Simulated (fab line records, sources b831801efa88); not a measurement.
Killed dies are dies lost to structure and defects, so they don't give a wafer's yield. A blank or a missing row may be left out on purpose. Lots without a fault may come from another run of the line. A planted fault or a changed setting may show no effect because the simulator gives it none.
Which tool did it? | flow gf180mcu | 14 lots, 42 wafers sampled, at 4 steps of a route of 602

WHAT THE GAUGES READ, wafer by wafer
GF_CONTACT_CD_MEAS_14: target cd 220 nm. Usual: cd_nm 220.2 nm, standard deviation 1.7.
lot  | measured     | on        | cd_nm (nm)        | flag
L903 | day 16 03:10 | cd_sem-01 | 218.2 219.5 219.5 |
L904 | day 16 15:14 | cd_sem-02 | 222.4 223.2 222.4 |
L905 | day 17 05:05 | cd_sem-02 | 221.6 220.1 221.7 |
L906 | day 17 07:44 | cd_sem-02 | 220.8 220.0 218.9 |
L908 | day 17 22:37 | cd_sem-01 | 219.7 218.5 218.4 |
L912 | day 19 12:47 | cd_sem-02 | 221.5 218.9 221.1 |
L913 | day 20 01:05 | cd_sem-01 | 220.9 220.7 222.9 |
L920 | day 22 07:18 | cd_sem-02 | 219.3 221.4 219.9 |
L921 | day 22 13:52 | cd_sem-01 | 219.6 218.7 219.2 |
L922 | day 22 23:16 | cd_sem-01 | 220.3 220.4 220.8 |
L923 | day 23 09:23 | cd_sem-01 | 223.0 224.4 223.5 |
L924 | day 23 17:34 | cd_sem-02 | 220.9 219.9 220.8 |
L925 | day 24 01:37 | cd_sem-01 | 221.1 219.7 219.5 |
L926 | day 24 02:38 | cd_sem-02 | 221.0 220.1 220.2 |

GF_CONTACT_OVL_MEAS_15. Usual: CONTACT_OVL 4 nm, standard deviation 6.
lot  | measured     | on         | CONTACT_OVL (nm) | flag
L903 | day 16 03:15 | overlay-01 | 4 1 3            |
L904 | day 16 15:22 | overlay-01 | 6 11 4           |
L905 | day 17 05:11 | overlay-01 | -7 5 -6          |
L906 | day 17 07:52 | overlay-02 | 8 0 3            |
L908 | day 17 22:43 | overlay-02 | 0 -3 -7          |
L912 | day 19 12:54 | overlay-02 | -5 -5 7          |
L913 | day 20 01:11 | overlay-01 | 0 3 -4           |
L920 | day 22 07:25 | overlay-01 | 10 2 0           |
L921 | day 22 13:59 | overlay-01 | 4 6 11           |
L922 | day 22 23:22 | overlay-01 | 11 13 17         |
L923 | day 23 09:31 | overlay-02 | 9 3 4            |
L924 | day 23 17:41 | overlay-02 | 6 10 10          |
L925 | day 24 01:43 | overlay-01 | -1 4 -5          |
L926 | day 24 02:46 | overlay-02 | 2 5 8            |

WHICH TOOL RAN EACH LOT (tool, then ch and the chambers of the sampled wafers, then the start)
lot  | GF_SALICIDE_SPUTTER_02       | GF_CONTACT_SOFTBAKE_10
L903 | pvd_sputter-02, day 15 04:20 | litho_track-04 ch 0, day 15 16:00
L904 | pvd_sputter-04, day 15 15:52 | litho_track-01 ch 0, day 16 04:00
L905 | pvd_sputter-01, day 16 05:55 | litho_track-02 ch 0, day 16 17:00
L906 | pvd_sputter-02, day 16 08:33 | litho_track-02 ch 0, day 16 20:00
L908 | pvd_sputter-04, day 16 22:36 | litho_track-04 ch 0, day 17 11:00
L912 | pvd_sputter-01, day 18 11:20 | litho_track-01 ch 0, day 19 00:00
L913 | pvd_sputter-04, day 18 23:51 | litho_track-01 ch 0, day 19 13:00
L920 | pvd_sputter-04, day 21 06:46 | litho_track-01 ch 0, day 21 19:00
L921 | pvd_sputter-02, day 21 13:40 | litho_track-01 ch 0, day 22 02:00
L922 | pvd_sputter-02, day 21 23:26 | litho_track-02 ch 0, day 22 11:00
L923 | pvd_sputter-04, day 22 09:20 | litho_track-01 ch 0, day 22 22:00
L924 | pvd_sputter-01, day 22 17:40 | litho_track-04 ch 0, day 23 05:00
L925 | pvd_sputter-04, day 23 01:25 | litho_track-04 ch 0, day 23 13:00
L926 | pvd_sputter-01, day 23 02:56 | litho_track-02 ch 0, day 23 15:00
- GF_SALICIDE_SPUTTER_02: material Co, target thk 10 nm, time 20 s.
- GF_CONTACT_SOFTBAKE_10: time 60 s.

WHAT THE TOOLS THEMSELVES READ (means of the sampled wafers that have a number; where no wafer has one, the mark that the record gives instead)
GF_SALICIDE_SPUTTER_02. Usual: throttle_valve_pct 30.0 %, standard deviation 0.92.
lot  | tool           | throttle_valve_pct (%) | flag
L903 | pvd_sputter-02 | 29.6                   |
L904 | pvd_sputter-04 | 29.5                   |
L905 | pvd_sputter-01 | 30.2                   |
L906 | pvd_sputter-02 | 30.1                   |
L908 | pvd_sputter-04 | 29.7                   |
L912 | pvd_sputter-01 | 30.9                   |
L913 | pvd_sputter-04 | 29.6                   |
L920 | pvd_sputter-04 | 29.3                   |
L921 | pvd_sputter-02 | 29.1                   |
L922 | pvd_sputter-02 | 31.3                   |
L923 | pvd_sputter-04 | 29.3                   |
L924 | pvd_sputter-01 | 30.9                   |
L925 | pvd_sputter-04 | 29.5                   |
L926 | pvd_sputter-01 | 30.9                   |

GF_CONTACT_SOFTBAKE_10. Usual: heater_power_total_W 93.04 W, standard deviation 0.068; run_length_s 89.28 s, standard deviation 0.13.
lot  | tool           | heater_power_total_W (W) | run_length_s (s) | flag
L903 | litho_track-04 | 92.99                    | 89.33            |
L904 | litho_track-01 | 92.98                    | 89.25            |
L905 | litho_track-02 | 92.98                    | 89.33            |
L906 | litho_track-02 | 93.02                    | 89.29            |
L908 | litho_track-04 | 93.04                    | 89.30            |
L912 | litho_track-01 | 93.72                    | 87.93            | OFF
L913 | litho_track-01 | 93.67                    | 87.97            | OFF
L920 | litho_track-01 | 93.06                    | 89.31            |
L921 | litho_track-01 | 93.09                    | 89.51            |
L922 | litho_track-02 | 93.01                    | 89.29            |
L923 | litho_track-01 | 93.05                    | 89.22            |
L924 | litho_track-04 | 93.02                    | 89.34            |
L925 | litho_track-04 | 93.11                    | 89.17            |
L926 | litho_track-02 | 93.06                    | 89.20            |

THE ANSWER, worked out from the rows above alone
Rule: a lot is off if the mean of its wafers that have a number lies more than 3 standard deviations from the usual mean. A lot without any number at a reading at which 4 lots or more have one is off too. The other lots that the step has rows for count as sound. The gauges are gone through in route order, then the tools' own readings, and for those a lot's mean is taken as printed above. The first step at which some lot is off is used, and at that step the reading that is off furthest; a lot without a number counts as furthest.
Off: L912, L913, at GF_CONTACT_SOFTBAKE_10 (run_length_s).
A tool fits if, at that step or a process step before it, it ran every lot that is off, and no sound lot after the first of them. None of those tried fits.

WHAT THE SIMULATOR HAD PUT IN
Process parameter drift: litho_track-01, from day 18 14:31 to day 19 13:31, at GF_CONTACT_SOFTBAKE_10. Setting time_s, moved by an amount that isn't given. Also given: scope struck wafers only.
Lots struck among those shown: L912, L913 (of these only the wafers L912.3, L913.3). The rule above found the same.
